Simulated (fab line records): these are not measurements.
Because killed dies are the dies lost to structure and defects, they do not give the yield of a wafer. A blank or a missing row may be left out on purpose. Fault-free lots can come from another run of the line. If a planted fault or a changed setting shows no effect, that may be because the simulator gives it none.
A lot that was struck, set against a sound lot / flow sfq-line / 24 steps out of a route of 325
Sound: wafers L912.1, L912.2, L912.3. Wafers L924.3, L924.4, L924.6 were the ones struck. At the end, the cause is stated.
At each step with rows: each side's tool, then ch and its chambers, then its first start. Under that, the readings that differ: sound wafers / struck wafers / difference of the means / sigmas: that difference in standard deviations of wafers without a fault.
alike: a reading whose means differ by less than 2 such deviations, as well as words and numbers matching on both sides. not compared: withheld readings; readings where some wafer has no value; bounds like >300 that might hide an equal value; numbers whose values overlap and for which the record gives no deviation.
Wherever a step has rows on one side only, a row that says differs or no value, or a row with sigmas, the two part there. Numbers that don't overlap but have no deviation are shown without sigmas and don't part them. A reading missing from all wafers of one side parts the sides only when that side holds two or more wafers.

first, 6 steps without rows for these wafers: SFQ_TRILAYER_I1_VIA_LITHO_COAT_054 (resist thk 62 nm); SFQ_TRILAYER_I1_VIA_LITHO_COAT_049 (resist thk 650 nm); SFQ_TRILAYER_I1_VIA_LITHO_SOFTBAKE_053; SFQ_TRILAYER_I1_VIA_LITHO_EXPOSE_050 (exposes mask I1, target cd 500 nm); SFQ_TRILAYER_I1_VIA_LITHO_PEB_052 (peb time 60 s); SFQ_TRILAYER_I1_VIA_LITHO_DEVELOP_051 (time 60 s).
SFQ_I1_OVL_MEAS_913:
  sound: overlay-01 at day 16 19:14; struck: overlay-02 at day 20 12:42
  alike: I1_OVL
SFQ_TRILAYER_I1_VIA_BARC_OPEN_VIA_ETCH_071: etches BARC in O2, target depth 125 nm, time 41.7 s.
  sound on rie-diel-03 ch 0,2,3, day 16 19:16; struck on rie-diel-02 ch 0,2,3, day 20 12:43
  alike: bias-w, drypump-motor-current-A, oes-product-au
  not compared: rf-hours-counter-h
SFQ_TRILAYER_I1_VIA_ETCH_VIA_ETCH_052: etches SiO2 in CHF3, stops on Nb, target depth 260 nm.
  sound on rie-diel-03 ch 0,2,3, day 16 19:19; struck on rie-diel-02 ch 0,2,3, day 20 12:46
  alike: bias-w, drypump-motor-current-A, oes-product-au
SFQ_TRILAYER_I1_VIA_STRIP_STRIP_053: strips in O2.
  sound on rie-metal-01 ch 1, day 16 19:25; struck on rie-metal-02 ch 0,1, day 20 13:04
reading=drypump-motor-current-A (A); sound=5.1 5.1 5.2; struck=5.9 5.8 6.0; difference=+0.8; sigmas=+2
reading=oes-product-au (a.u.); sound=1.022 1.033 1.027; struck=0.999 0.991 1.002; difference=-0.030; sigmas=-2
  not compared: rf-hours-counter-h
then, 2 steps without rows for these wafers: SFQ_TRILAYER_I1_VIA_STRIP_SOLV_CLEAN_054 (cleans in NMP, time 600 s); SFQ_TRILAYER_M2_DEP_PRE_CLEAN_056 (time 22.5 s).
SFQ_TRILAYER_M2_DEP_SPUTTER_055: material Nb, target thk 200 nm, time 133.3 s.
  sound: pvd-sputter-03 at day 16 20:50; struck: pvd-sputter-06 at day 20 13:41
  alike: substrate-temp-c, throttle-valve-pct
SFQ_M2_RS_MEAS_914: measurement is done with a four-point probe.
  sound: film-metro-03 at day 16 20:55; struck: film-metro-01 at day 20 13:49
reading=M2_NB_RS (ohm/sq); sound=0.891 0.894 0.907; struck=1.065 1.067 1.080; difference=+0.173; sigmas=+16
then, 6 steps without rows for these wafers: SFQ_TRILAYER_M2_LITHO_COAT_062 (resist thk 62 nm); SFQ_TRILAYER_M2_LITHO_COAT_057 (resist thk 600 nm); SFQ_TRILAYER_M2_LITHO_SOFTBAKE_061; SFQ_TRILAYER_M2_LITHO_EXPOSE_058 (exposes mask M2, target cd 500 nm); SFQ_TRILAYER_M2_LITHO_PEB_060 (peb time 60 s); SFQ_TRILAYER_M2_LITHO_DEVELOP_059 (time 60 s).
-- the record jumps here: 3 days lie between the struck wafers' starts before and after --
SFQ_M2_OVL_MEAS_916:
  sound: overlay-01 at day 19 11:56; struck: overlay-02 at day 23 05:01
  alike: M2_OVL
SFQ_TRILAYER_M2_BARC_OPEN_METAL_ETCH_077: etches BARC in O2, target depth 125 nm, time 41.7 s.
  sound on rie-metal-04 ch 0,1, day 19 11:58; struck on rie-metal-04 ch 0,1, day 23 05:04
  alike: bias-w, drypump-motor-current-A, oes-product-au
  not compared: rf-hours-counter-h
SFQ_TRILAYER_M2_ETCH_METAL_ETCH_060: etches Nb in Cl2/Ar, stops on SiO2, target depth 240 nm, time 120 s.
  sound on rie-metal-04 ch 0,1, day 19 12:02; struck on rie-metal-04 ch 0,1, day 23 05:09
reading=oes-product-au (a.u.); sound=0.901 0.891 0.880; struck=0.833 0.821 0.811; difference=-0.069; sigmas=-9
  alike: bias-w, drypump-motor-current-A
  not compared: rf-hours-counter-h
SFQ_TRILAYER_M2_STRIP_STRIP_061: strips in O2.
  sound on rie-metal-04 ch 0,1, day 19 12:10; struck on rie-metal-04 ch 0,1, day 23 05:26
  alike: drypump-motor-current-A, oes-product-au
  not compared: rf-hours-counter-h

## WHERE THEY PART
At SFQ_TRILAYER_I1_VIA_STRIP_STRIP_053 first; at SFQ_TRILAYER_M2_ETCH_METAL_ETCH_060 last (within this record only). Later steps at which nothing parts them and some readings are alike: SFQ_TRILAYER_M2_STRIP_STRIP_061.

WHY: the cause the simulator had injected
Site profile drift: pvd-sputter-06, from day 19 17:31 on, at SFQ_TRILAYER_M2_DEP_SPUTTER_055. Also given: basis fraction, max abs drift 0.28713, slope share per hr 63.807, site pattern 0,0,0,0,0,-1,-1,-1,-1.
